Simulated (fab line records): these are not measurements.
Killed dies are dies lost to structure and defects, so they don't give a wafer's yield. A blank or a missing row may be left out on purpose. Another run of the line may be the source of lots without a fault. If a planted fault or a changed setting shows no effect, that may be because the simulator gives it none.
fab line records	flow sky130
record: lots: 7	wafers: 21	last-day: 50
route steps=708 shown CONTACT@433 METAL1@434 PAD_OPEN@708
lots that met no fault: taken from a fault-free run of the same line
start-h: hours from the record's first day to the start of the lot's first wafer shown	wait-h: hours since the lot's step before	" unchanged from the row above	L1.1+2: a single row standing in for several wafers	- either no value or no given start	* or withheld: withheld	< > ~ a bound
route shown NAME@n: NAME is a module with steps in the file, n the number in the route of the first one	usual: the fault-free wafers' mean and standard deviation	same: alike in all rows	chamber/n: place in a boat	sites: each site's reading	_std_site: their standard deviation	_edge_site: outer sites' mean less inner sites'	radius-mm: how far each site lies from the wafer's centre	mask NAME#n: copy n	behind: the last tool/chamber to shape the wafer	hold: what put the lot on hold/how long, in hours/how the hold closed	device: the n, p or np transistor that did not switch	end of line: the route-end tests of the same wafers	step lacking rows: just its recipe	killed: dies lost to structure and defects at the first sort, not the wafer's yield	map: shows each die of a wafer: x if killed, . if not, _ if none is there
set.NAME: the setting the step ran with; set.NAME@STEP: the setting that earlier step ran with	model.NAME: the simulator's own value behind a step, which no gauge read
lots seen at some steps along the route; tables by step, rows by wafer
services: the hour from which a tool's chamber was out of use, counted from the record's first day as start-h (under 0 if before that day), plus the number of hours and why
== steps ==
step: SKY_CONTACT_CMP_27
recipe: stop-on: SiO2	t-overpolish-s: 15	down-force-psi: 3.5	platen-rpm: 60	target-thk-nm: 0	pad-velocity-m-s: 0.94248
usual: motor-current-A: 11.0/0.47	overpolish-run-s: 15.000/0.0096	time-to-endpoint-s: 80/3.3
lot.wafer	tool	chamber	start-h	wait-h	motor-current-A	overpolish-run-s	time-to-endpoint-s
L834.2	cmp-02	0	774.07	0.1	10.7	15.016	83
L834.1	"	1	"	"	10.0	15.014	86
L834.6	"	0	"	"	11.0	15.014	82
L836.1	cmp-01	3	792.78	0.1	11.6	15.004	75
L836.2	"	0	"	"	11.3	14.999	72
L836.5	"	2	"	"	10.3	15.007	81
L842.4	cmp-01	1	838.96	0.0	10.9	14.996	78
L842.3	"	3	"	"	12.1	15.002	80
L842.1	"	0	"	"	10.9	14.990	75
L843.4	cmp-01	2	842.25	0.0	10.7	14.996	80
L843.3	"	0	"	"	11.1	15.006	79
L843.2	"	1	"	"	11.6	15.004	69
L844.2	cmp-01	1	852.29	0.0	11.1	14.989	74
L844.1	"	0	"	"	10.7	15.015	79
L844.6	"	1	"	"	11.3	15.000	76
L848.2	cmp-02	3	882.51	0.1	11.1	15.001	78
L848.6	"	2	"	"	11.3	14.996	76
L848.5	"	3	"	"	11.0	14.998	81
L851.2	cmp-01	1	907.07	0.1	11.2	15.003	76
L851.3	"	2	"	"	10.8	15.003	83
L851.1	"	3	"	"	12.1	15.006	81
step: SKY_METAL1_SPUTTER_00
recipe: material: Ti	target-thk-nm: 15	power-w: 3000	time-s: 10	chamber-pressure-pa: 0.4
usual: throttle-valve-pct: 30.0/1.2
lot.wafer	tool	chamber	start-h	wait-h	throttle-valve-pct
L834.1	pvd-sputter-01	-	774.32	0.1	29.3
L834.2	"	-	"	"	28.7
L834.6	"	-	"	"	29.3
L836.1	pvd-sputter-01	-	793.03	0.2	28.6
L836.2	"	-	"	"	28.7
L836.5	"	-	"	"	29.0
L842.1	pvd-sputter-01	-	839.26	0.1	31.5
L842.3	"	-	"	"	28.9
L842.4	"	-	"	"	28.7
L843.2	pvd-sputter-03	-	842.55	0.1	31.0
L843.3	"	-	"	"	29.0
L843.4	"	-	"	"	31.5
L844.1	pvd-sputter-01	-	852.59	0.1	31.5
L844.2	"	-	"	"	28.8
L844.6	"	-	"	"	28.8
L848.2	pvd-sputter-01	-	882.76	0.2	28.7
L848.5	"	-	"	"	29.4
L848.6	"	-	"	"	28.7
L851.1	pvd-sputter-01	-	907.32	0.1	31.6
L851.2	"	-	"	"	29.4
L851.3	"	-	"	"	29.1
step: SKY_METAL1_SPUTTER_01
recipe: material: TiN	target-thk-nm: 20	power-w: 6500	time-s: 16.7	chamber-pressure-pa: 0.4
usual: throttle-valve-pct: 30.0/1.2
lot.wafer	tool	chamber	start-h	wait-h	throttle-valve-pct
L834.1	pvd-sputter-01	-	774.35	0.0	29.4
L834.2	"	-	"	"	28.5
L834.6	"	-	"	"	29.3
L836.1	pvd-sputter-01	-	793.05	0.0	28.7
L836.2	"	-	"	"	28.9
L836.5	"	-	"	"	28.8
L842.1	pvd-sputter-01	-	839.28	0.0	31.6
L842.3	"	-	"	"	28.8
L842.4	"	-	"	"	28.7
L843.2	pvd-sputter-03	-	842.57	0.0	30.9
L843.3	"	-	"	"	29.0
L843.4	"	-	"	"	31.5
L844.1	pvd-sputter-01	-	852.61	0.0	31.1
L844.2	"	-	"	"	28.7
L844.6	"	-	"	"	28.6
L848.2	pvd-sputter-01	-	882.78	0.0	28.9
L848.5	"	-	"	"	29.5
L848.6	"	-	"	"	29.2
L851.1	pvd-sputter-01	-	907.34	0.0	31.5
L851.2	"	-	"	"	29.4
L851.3	"	-	"	"	28.9
step: SKY_METAL1_SPUTTER_02
recipe: material: AlCu	target-thk-nm: 250	power-w: 10600	time-s: 13.3	chamber-pressure-pa: 0.4
usual: throttle-valve-pct: 30.0/1.2
lot.wafer	tool	chamber	start-h	wait-h	throttle-valve-pct
L834.1	pvd-sputter-01	-	774.37	0.0	28.9
L834.2	"	-	"	"	28.9
L834.6	"	-	"	"	29.2
L836.1	pvd-sputter-01	-	793.08	0.0	28.7
L836.2	"	-	"	"	29.3
L836.5	"	-	"	"	28.9
L842.1	pvd-sputter-01	-	839.31	0.0	31.5
L842.3	"	-	"	"	28.8
L842.4	"	-	"	"	28.5
L843.2	pvd-sputter-03	-	842.60	0.0	30.9
L843.3	"	-	"	"	29.2
L843.4	"	-	"	"	31.6
L844.1	pvd-sputter-01	-	852.64	0.0	31.3
L844.2	"	-	"	"	28.7
L844.6	"	-	"	"	28.8
L848.2	pvd-sputter-01	-	882.81	0.0	28.8
L848.5	"	-	"	"	29.3
L848.6	"	-	"	"	29.0
L851.1	pvd-sputter-01	-	907.37	0.0	31.4
L851.2	"	-	"	"	29.3
L851.3	"	-	"	"	28.9
step: SKY_METAL1_SPUTTER_03
recipe: material: Ti	target-thk-nm: 5	power-w: 3000	time-s: 3.3	chamber-pressure-pa: 0.4
usual: throttle-valve-pct: 30.0/1.2
lot.wafer	tool	chamber	start-h	wait-h	throttle-valve-pct
L834.1	pvd-sputter-01	-	774.40	0.0	29.2
L834.2	"	-	"	"	28.6
L834.6	"	-	"	"	29.2
L836.1	pvd-sputter-01	-	793.10	0.0	28.7
L836.2	"	-	"	"	28.7
L836.5	"	-	"	"	28.8
L842.1	pvd-sputter-01	-	839.33	0.0	31.3
L842.3	"	-	"	"	28.7
L842.4	"	-	"	"	28.7
L843.2	pvd-sputter-03	-	842.62	0.0	31.4
L843.3	"	-	"	"	29.4
L843.4	"	-	"	"	31.5
L844.1	pvd-sputter-01	-	852.66	0.0	31.7
L844.2	"	-	"	"	29.0
L844.6	"	-	"	"	28.8
L848.2	pvd-sputter-01	-	882.83	0.0	28.8
L848.5	"	-	"	"	29.1
L848.6	"	-	"	"	29.0
L851.1	pvd-sputter-01	-	907.39	0.0	31.9
L851.2	"	-	"	"	29.4
L851.3	"	-	"	"	28.9
step: SKY_METAL1_SPUTTER_04
recipe: material: TiN	target-thk-nm: 70	power-w: 6500	time-s: 58.3	chamber-pressure-pa: 0.4
step: SKY_METAL1_RS_MEAS_05
recipe: thk-meas-gauge: four-point-probe	reads: TiN_of_METAL1_SPUTTER_04+Ti_of_METAL1_SPUTTER_03+AlCu_of_METAL1_SPUTTER_02+TiN_of_METAL1_SPUTTER_01+Ti_of_METAL1_SPUTTER_00
usual: METAL1_ALCU_RS: 0.1272/0.0013
lot.wafer	tool	chamber	start-h	wait-h	METAL1_ALCU_RS[ohm/sq]
L834.1	film-metro-03	-	774.46	0.0	0.1252
L834.2	"	-	"	"	0.1244
L834.6	"	-	"	"	0.1257
L836.1	film-metro-01	-	793.17	0.0	0.1274
L836.2	"	-	"	"	0.1271
L836.5	"	-	"	"	0.1269
L842.1	film-metro-01	-	839.40	0.0	0.1289
L842.3	"	-	"	"	0.1274
L842.4	"	-	"	"	0.1285
L843.2	film-metro-04	-	842.71	0.0	0.1264
L843.3	"	-	"	"	0.1263
L843.4	"	-	"	"	0.1255
L844.1	film-metro-04	-	852.73	0.0	0.1297
L844.2	"	-	"	"	0.1281
L844.6	"	-	"	"	0.1279
L848.2	film-metro-04	-	882.92	0.0	0.1262
L848.5	"	-	"	"	0.1274
L848.6	"	-	"	"	0.1266
L851.1	film-metro-01	-	907.46	0.0	0.1279
L851.2	"	-	"	"	0.1276
L851.3	"	-	"	"	0.1266
step: SKY_METAL1_THK_MEAS_06
recipe: thk-meas-gauge: xrf	reads: AlCu_of_METAL1_SPUTTER_02
usual: METAL1_ALCU_THK: 250.3/2.7
lot.wafer	tool	chamber	start-h	wait-h	METAL1_ALCU_THK[nm]
L834.1	film-metro-03	-	774.58	0.1	249.7
L834.2	"	-	"	"	252.2
L834.6	"	-	"	"	250.4
L836.1	film-metro-01	-	793.29	0.1	249.7
L836.2	"	-	"	"	250.1
L836.5	"	-	"	"	251.8
L842.1	film-metro-01	-	839.52	0.1	247.2
L842.3	"	-	"	"	250.0
L842.4	"	-	"	"	247.2
L843.2	film-metro-04	-	842.82	0.1	251.7
L843.3	"	-	"	"	254.4
L843.4	"	-	"	"	255.2
L844.1	film-metro-04	-	852.85	0.1	246.2
L844.2	"	-	"	"	249.2
L844.6	"	-	"	"	248.9
L848.2	film-metro-04	-	883.03	0.1	252.9
L848.5	"	-	"	"	248.4
L848.6	"	-	"	"	252.9
L851.1	film-metro-01	-	907.58	0.1	249.6
L851.2	"	-	"	"	251.4
L851.3	"	-	"	"	253.3
step: SKY_METAL1_DEHYDRATE_07
recipe: temp-c: 200	time-s: 60
step: SKY_METAL1_HMDS_08
recipe: prime-time-s: 60	prime-temp-c: 120
step: SKY_METAL1_COAT_09
recipe: resist: BARC	temp-c: withheld	time-s: withheld	spin-rpm: 3000	resist-thk-nm: 60
step: SKY_METAL1_COAT_10
recipe: resist: KrF-thick	spin-rpm: 3000	resist-thk-nm: 450
step: SKY_METAL1_SOFTBAKE_11
recipe: temp-c: 100	time-s: 90	resist: KrF-thick
usual: heater-power-total-W: 57.37/0.12	resist-line-temp-C: 23.00/0.1	run-length-s: 118.99/0.25
lot.wafer	tool	chamber	start-h	wait-h	heater-power-total-W	resist-line-temp-C	run-length-s
L834.1	litho-track-03	0	787	-	57.44	23.03	118.69
L834.2	"	0	"	"	57.19	22.97	118.68
L834.6	"	0	"	"	57.31	22.82	118.67
L836.1	litho-track-02	0	806	-	57.41	23.11	119.26
L836.2	"	0	"	"	57.55	22.90	119.24
L836.5	"	0	"	"	57.32	23.15	119.11
L842.1	litho-track-03	0	852	-	58.41	22.99	114.08
L842.3	"	0	"	"	58.41	23.21	113.86
L842.4	"	0	"	"	58.40	23.17	113.85
L843.2	litho-track-03	0	856	-	58.61	22.99	114.21
L843.3	"	0	"	"	58.35	23.18	113.95
L843.4	"	0	"	"	58.45	23.03	114.23
L844.1	litho-track-03	0	865	-	58.24	23.13	113.87
L844.2	"	0	"	"	58.43	22.93	113.90
L844.6	"	0	"	"	58.44	23.02	113.83
L848.2	litho-track-02	0	895	-	57.34	22.94	119.40
L848.5	"	0	896	-	57.33	22.98	119.18
L848.6	"	0	"	"	57.34	23.09	119.14
L851.1	litho-track-04	0	920	-	57.47	22.79	118.80
L851.2	"	0	"	"	57.21	22.95	119.11
L851.3	"	0	"	"	57.49	22.89	118.90
step: SKY_METAL1_EXPOSE_12
recipe: mask-id: MM1	na: 0.8	source-shape: annular	sigma-inner: 0.55	sigma-outer: 0.85	target-cd-nm: 140	dose-mj: 28
step: SKY_PAD_OPEN_PROBE_99
usual: defect-limited-yield: 82.6/1.8	killed_at_M0_to_M3: 43/6.6	killed_at_M4_up: 3.4/1.8	killed-at-contacts: 24/4.9	killed-at-front-end: 15/4.1	killed-at-other: 0.3/0.55	killed-dies: 85/8.8	killed-open: 46/6.1	killed-short: 39/5.7	sort_bin_3_pad_short: 0.9/0.41	sort_bin_5_function: 10.1/1.5	sort_bin_6_memory: 6.4/1	sort-n-pass: 407/8.8	sort-yield-pct: 82.6/1.8
same: gross-dies: 492	killed-at-back-side: 0	sort_bin_4_leakage[%]: 0	sort_bin_8_speed[%]: 0
lot.wafer	tool	chamber	start-h	wait-h	defect-limited-yield[%]	killed_at_M0_to_M3	killed_at_M4_up	killed-at-contacts	killed-at-front-end	killed-at-other	killed-dies	killed-open	killed-short	sort_bin_3_pad_short[%]	sort_bin_5_function[%]	sort_bin_6_memory[%]	sort-n-pass	sort-yield-pct[%]	model.etest.licon-ndiff.rc-ohm
L834.1	prober-01	-	1104.39	0.1	85.4	39	1	25	7	0	72	39	33	0.8	7.5	6.3	420	85.4	184.7
L834.2	prober-01	-	1104.44	0.1	82.3	47	5	23	12	0	87	48	39	1.0	8.7	7.9	405	82.3	180.2
L834.6	prober-01	-	1104.64	0.2	86.0	28	3	21	17	0	69	40	29	1.0	6.5	6.5	423	86.0	183.8
L836.1	prober-01	-	1121.72	0.1	81.5	46	4	27	13	1	91	49	39	0.6	11.4	6.5	401	81.5	184.3
L836.2	prober-01	-	1121.77	0.1	81.3	47	2	30	13	0	92	45	45	1.0	10.4	7.3	400	81.3	191.3
L836.5	prober-01	-	1121.92	0.2	82.9	48	1	27	8	0	84	41	43	1.0	9.8	6.3	408	82.9	186
L842.1	prober-01	-	1151.88	0.1	79.5	55	3	20	23	0	101	56	45	1.2	13.0	6.3	391	79.5	175.1
L842.3	prober-01	-	1151.98	0.2	80.5	46	4	22	22	2	96	45	50	0.8	11.2	7.5	396	80.5	183.2
L842.4	prober-01	-	1152.03	0.2	82.7	48	3	18	15	1	85	36	48	0.2	10.6	6.5	407	82.7	183.1
L843.2	prober-02	-	1155.25	0.1	81.9	49	3	26	11	0	89	50	39	1.6	9.3	7.1	403	81.9	175.1
L843.3	prober-02	-	1155.30	0.2	84.8	41	3	21	10	0	75	45	30	0.8	7.3	7.1	417	84.8	173.5
L843.4	prober-02	-	1155.35	0.2	84.1	38	1	27	12	0	78	37	41	0.6	8.3	6.9	414	84.1	166.6
L844.1	prober-01	-	1161.23	0.1	82.9	46	0	21	17	0	84	52	32	0.6	9.6	6.9	408	82.9	174.1
L844.2	prober-01	-	1161.28	0.1	82.9	48	3	25	8	0	84	45	39	1.0	9.1	6.9	408	82.9	176.8
L844.6	prober-01	-	1161.48	0.2	82.3	43	5	25	14	0	87	45	42	0.8	11.0	5.9	405	82.3	181.1
L848.2	prober-01	-	1183.56	0.1	79.9	56	5	19	19	0	99	48	50	2.0	12.0	6.1	393	79.9	183.1
L848.5	prober-01	-	1183.71	0.2	82.3	47	1	26	13	0	87	51	36	0.6	11.2	5.9	405	82.3	174.8
L848.6	prober-01	-	1183.76	0.2	81.1	52	6	23	12	0	93	46	47	0.4	11.6	6.9	399	81.1	186.2
L851.1	prober-02	-	1198.16	0.1	83.9	41	8	21	9	0	79	43	35	0.6	11.0	4.5	413	83.9	173.4
L851.2	prober-02	-	1198.21	0.1	80.5	47	5	30	14	0	96	48	48	0.8	12.0	6.7	396	80.5	168.4
L851.3	prober-02	-	1198.26	0.2	80.5	58	2	18	18	0	96	55	40	0.8	10.8	7.9	396	80.5	177.1
killed by level:class
L834.1 CONTACT:geometric-particle:open=13 VIA1:geometric-particle:open=12 METAL1:geometric-particle:short=11 METAL2:geometric-particle:short=6 CONTACT:geometric-particle:short=5 LI_CONTACT:geometric-particle:short=4 VIA1:geometric-particle:short=3 LI_CONTACT:geometric-particle:open=3
L834.2 VIA1:geometric-particle:open=11 CONTACT:geometric-particle:open=11 VIA2:geometric-particle:open=8 VIA3:geometric-particle:short=7 METAL2:geometric-particle:short=7 VIA1:geometric-particle:short=6 LI_CONTACT:geometric-particle:open=6 POLY_GATE:geometric-particle:short=5
L834.6 CONTACT:geometric-particle:open=8 LI_CONTACT:geometric-particle:open=7 VIA3:geometric-particle:open=5 FIELD_ISO:geometric-particle:open=4 FIELD_ISO:geometric-particle:short=4 POLY_GATE:geometric-particle:short=4 METAL1:geometric-particle:short=4 VIA2:geometric-particle:open=4
L836.1 CONTACT:geometric-particle:open=9 LI_CONTACT:geometric-particle:open=8 VIA1:geometric-particle:open=8 VIA1:geometric-particle:short=7 VIA2:geometric-particle:open=7 LOCAL_INTERCONNECT:geometric-particle:short=6 METAL1:geometric-particle:short=6 METAL2:geometric-particle:open=4
L836.2 VIA1:geometric-particle:open=14 LI_CONTACT:geometric-particle:open=8 CONTACT:geometric-particle:short=8 CONTACT:geometric-particle:open=8 VIA2:geometric-particle:open=7 METAL1:geometric-particle:short=5 VIA1:geometric-particle:short=5 VIA3:geometric-particle:open=5
L836.5 CONTACT:geometric-particle:open=12 METAL2:geometric-particle:short=7 VIA1:geometric-particle:open=7 VIA1:geometric-particle:short=6 LI_CONTACT:geometric-particle:open=6 VIA3:geometric-particle:open=6 METAL1:geometric-particle:short=6 LOCAL_INTERCONNECT:geometric-particle:short=5
L842.1 VIA1:geometric-particle:open=11 METAL2:geometric-particle:short=10 LI_CONTACT:geometric-particle:open=9 VIA3:geometric-particle:open=8 POLY_GATE:geometric-particle:open=7 VIA2:geometric-particle:open=7 FIELD_ISO:geometric-particle:open=6 SPACER:geometric-particle:short=5
L842.3 VIA1:geometric-particle:open=9 METAL1:geometric-particle:short=7 FIELD_ISO:geometric-particle:open=5 LOCAL_INTERCONNECT:geometric-particle:short=5 VIA1:geometric-particle:short=5 VIA3:geometric-particle:short=5 VIA3:geometric-particle:open=5 FIELD_ISO:geometric-particle:short=4
L842.4 METAL1:geometric-particle:short=10 METAL2:geometric-particle:short=8 VIA2:geometric-particle:open=8 VIA1:geometric-particle:short=7 CONTACT:geometric-particle:open=6 LOCAL_INTERCONNECT:geometric-particle:short=5 VIA1:geometric-particle:open=5 POLY_GATE:geometric-particle:open=4
L843.2 VIA1:geometric-particle:open=16 CONTACT:geometric-particle:open=8 LI_CONTACT:geometric-particle:open=7 METAL2:geometric-particle:short=7 CONTACT:geometric-particle:short=6 VIA1:geometric-particle:short=5 VIA2:geometric-particle:open=5 VIA3:geometric-particle:open=4
L843.3 CONTACT:geometric-particle:open=13 VIA1:geometric-particle:open=8 VIA3:geometric-particle:open=7 METAL1:geometric-particle:short=6 VIA2:geometric-particle:open=5 VIA1:geometric-particle:short=5 METAL2:geometric-particle:short=4 CONTACT:geometric-particle:short=4
L843.4 LI_CONTACT:geometric-particle:open=7 FIELD_ISO:geometric-particle:short=6 CONTACT:geometric-particle:open=6 VIA1:geometric-particle:open=6 METAL2:geometric-particle:short=6 LOCAL_INTERCONNECT:geometric-particle:short=5 VIA2:geometric-particle:open=5 LI_CONTACT:geometric-particle:short=4
L844.1 CONTACT:geometric-particle:open=12 VIA2:geometric-particle:open=11 VIA1:geometric-particle:open=8 METAL1:geometric-particle:short=6 FIELD_ISO:geometric-particle:open=5 POLY_GATE:geometric-particle:open=5 LOCAL_INTERCONNECT:geometric-particle:short=4 VIA2:geometric-particle:short=4
L844.2 LI_CONTACT:geometric-particle:open=11 METAL1:geometric-particle:short=7 VIA1:geometric-particle:short=7 VIA1:geometric-particle:open=7 CONTACT:geometric-particle:open=6 METAL2:geometric-particle:short=6 VIA3:geometric-particle:open=6 VIA2:geometric-particle:open=5
L844.6 VIA1:geometric-particle:open=11 CONTACT:geometric-particle:open=8 VIA2:geometric-particle:open=7 CONTACT:geometric-particle:short=6 METAL1:geometric-particle:short=6 METAL2:geometric-particle:short=6 POLY_GATE:geometric-particle:open=5 LOCAL_INTERCONNECT:geometric-particle:short=5
L848.2 VIA1:geometric-particle:open=12 METAL1:geometric-particle:short=9 CONTACT:geometric-particle:open=8 VIA1:geometric-particle:short=8 VIA3:geometric-particle:open=7 POLY_GATE:geometric-particle:short=6 METAL2:geometric-particle:short=6 SPACER:geometric-particle:open=4
L848.5 VIA1:geometric-particle:open=10 VIA3:geometric-particle:open=9 CONTACT:geometric-particle:open=9 VIA2:geometric-particle:open=9 LI_CONTACT:geometric-particle:open=6 CONTACT:geometric-particle:short=6 FIELD_ISO:geometric-particle:short=3 POLY_GATE:geometric-particle:short=3
L848.6 VIA1:geometric-particle:open=11 VIA2:geometric-particle:open=9 METAL1:geometric-particle:short=8 CONTACT:geometric-particle:open=7 CONTACT:geometric-particle:short=7 METAL2:geometric-particle:short=6 VIA3:geometric-particle:open=6 VIA2:geometric-particle:short=5
L851.1 VIA1:geometric-particle:open=9 VIA3:geometric-particle:open=9 CONTACT:geometric-particle:open=8 METAL4:geometric-particle:short=7 LOCAL_INTERCONNECT:geometric-particle:short=6 METAL2:geometric-particle:short=6 VIA2:geometric-particle:open=5 SPACER:geometric-particle:open=4
L851.2 CONTACT:geometric-particle:short=12 VIA1:geometric-particle:open=11 CONTACT:geometric-particle:open=8 METAL2:geometric-particle:short=7 VIA3:geometric-particle:open=7 LI_CONTACT:geometric-particle:open=6 VIA2:geometric-particle:open=6 VIA1:geometric-particle:short=5
L851.3 VIA1:geometric-particle:open=14 FIELD_ISO:geometric-particle:short=9 VIA2:geometric-particle:open=9 VIA3:geometric-particle:open=8 CONTACT:geometric-particle:open=6 METAL3:geometric-particle:short=6 LI_CONTACT:geometric-particle:open=5 FIELD_ISO:geometric-particle:open=4
== services ==
tool	chamber	start-h	hours	kind
cmp-02	-	750.09	2.5	repair
pvd-sputter-01	1	758.61	-	consumable-replace:kit
pvd-sputter-01	1	758.61	18.0	scheduled-down
pvd-sputter-01	1	758.61	18.0	vent-cycle
pvd-sputter-01	-	763.41	4.1	repair
cmp-02	-	767.74	3.1	repair
pvd-sputter-01	-	781.78	5.5	repair
pvd-sputter-03	-	782.58	0.6	repair
cmp-02	-	811.79	1.1	repair
pvd-sputter-03	-	825.43	1.4	repair
cmp-02	-	847.62	1.6	repair
cmp-01	-	859.46	7.1	pm
pvd-sputter-03	-	861.83	2.8	repair
cmp-01	-	875.06	2.2	repair
pvd-sputter-03	1	884.70	-	consumable-replace:kit
pvd-sputter-03	1	884.70	18.0	scheduled-down
pvd-sputter-03	1	884.70	18.0	vent-cycle
cmp-01	-	887.08	1.1	repair
cmp-01	-	911.38	8.2	repair
cmp-01	-	919.58	4.0	pm
== key ==
first-sign: step: SKY_METAL1_SOFTBAKE_11	reading: run-length-s	direction: down	sigmas: 20	usual: *	struck: *
effect: step: SKY_METAL1_SOFTBAKE_11	reading: heater-power-total-W	direction: up	sigmas: 8.8	usual: *	struck: *
model-effect: step: SKY_PAD_OPEN_PROBE_99	value: etest.licon-ndiff.rc-ohm	without: 179.3	struck: 176.5
met-at SKY_METAL1_SOFTBAKE_11
struck-wafers L842.1,L842.3,L842.4,L843.2,L843.3,L843.4,L844.1,L844.2,L844.6
onset-between 787 852
fault: kind: process-parameter-drift	tool: litho-track-03	chamber: -	onset-h: 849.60	steps: SKY_METAL1_SOFTBAKE_11	channel: time-s	offset: *	shape: step	end-h: 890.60	acts-in: *	stated: *
